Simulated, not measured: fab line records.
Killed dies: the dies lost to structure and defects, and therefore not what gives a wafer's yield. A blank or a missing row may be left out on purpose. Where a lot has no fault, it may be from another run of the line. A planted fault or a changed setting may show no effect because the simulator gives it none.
A lot that was struck, set against a sound lot + flow sky130 + 15 out of 708 route steps
Sound: the wafers L389.4, L389.5, L389.6. The struck wafers were L400.2, L400.3, L400.4. The cause is named last.
Per side, at each step with rows, come the tool, then ch with its chambers, and then its first start. Under that, the readings that differ: sound wafers + struck wafers + difference of the means + sigmas: that difference in standard deviations of wafers without a fault.
alike: words and numbers the same on both sides, and readings whose means are apart by under 2 such deviations; not compared: readings that were withheld, readings missing a value for some wafer, numbers with overlapping values and no deviation given by the record, and bounds like >300 which may hide the same value.
Wherever a step has rows on one side only, a row that says differs or no value, or a row with sigmas, the two part there. Non-overlapping numbers with no deviation appear without sigmas and do not part them. A reading that every wafer of one side lacks parts them only if that side has two wafers or more.

SKY_FIELD_ISO_BOW_MEAS_00:
  sound on filmMetro-03, day 2 21:04; struck on filmMetro-02, day 5 04:01
  alike: INCOMING_BOW
then, 1 step without rows for these wafers: SKY_FIELD_ISO_OXIDATION_01 (stabilise 600 s, purge 300 s, target thk 12 nm).
SKY_FIELD_ISO_THK_MEAS_02:
  sound on filmMetro-03, day 2 22:40; struck on filmMetro-02, day 5 05:46
  alike: FIELD_ISO_OXIDATION_00_THK
then, 1 step without rows for these wafers: SKY_FIELD_ISO_CVD_03 (deposits Si3N4 from DCS/NH3, target thk 165 nm, time 2830 s).
SKY_FIELD_ISO_THK_MEAS_04:
  sound on filmMetro-01, day 3 01:13; struck on filmMetro-03, day 5 08:57
  alike: FIELD_ISO_CVD_03_THK
then, 7 steps without rows for these wafers: SKY_FIELD_ISO_DEHYDRATE_05 (time 60 s); SKY_FIELD_ISO_HMDS_06 (prime time 60 s); SKY_FIELD_ISO_COAT_07 (resist thk 60 nm); SKY_FIELD_ISO_COAT_08 (resist thk 450 nm); SKY_FIELD_ISO_SOFTBAKE_09 (time 90 s); SKY_FIELD_ISO_EXPOSE_10 (exposes mask FOM, target cd 150 nm); SKY_FIELD_ISO_PEB_11.
SKY_FIELD_ISO_DEVELOP_12: develop time 60 s.
  sound on lithoTrack-02 ch 0, day 3 16:00; struck on lithoTrack-02 ch 0, day 6 03:00
| reading            | sound             | struck            | difference | sigmas |
|--------------------|-------------------|-------------------|------------|--------|
| developerTempC (C) | 20.83 20.80 21.02 | 20.15 20.08 20.17 | -0.75      | -8     |
SKY_FIELD_ISO_CD_MEAS_13: target cd 150 nm.
  sound on cdSem-01, day 3 17:28; struck on cdSem-01, day 6 03:30
  alike: cdNm
-- a jump in the record: the struck wafers' starts before and after are 44 days apart (it breaks off in module FIELD_ISO and resumes in module PAD_OPEN, where the first step shown is number 708 of the route) --
SKY_PAD_OPEN_PROBE_99:
  sound on prober-02, day 47 19:03; struck on prober-01, day 50 01:34
  alike: killed_at_M0_to_M3, killed_at_M4_up, killedAtContacts, killedAtFrontEnd, killedAtOther, killedDies, killedOnRim, killedOpen, killedShort

WHERE THEY PART
Only at SKY_FIELD_ISO_DEVELOP_12, as far as this record shows. Later steps at which nothing parts them and some readings are alike: SKY_FIELD_ISO_CD_MEAS_13, SKY_PAD_OPEN_PROBE_99.

WHY: the cause the simulator had injected
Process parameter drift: lithoTrack-02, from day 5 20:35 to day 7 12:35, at SKY_FIELD_ISO_DEVELOP_12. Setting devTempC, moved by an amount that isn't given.
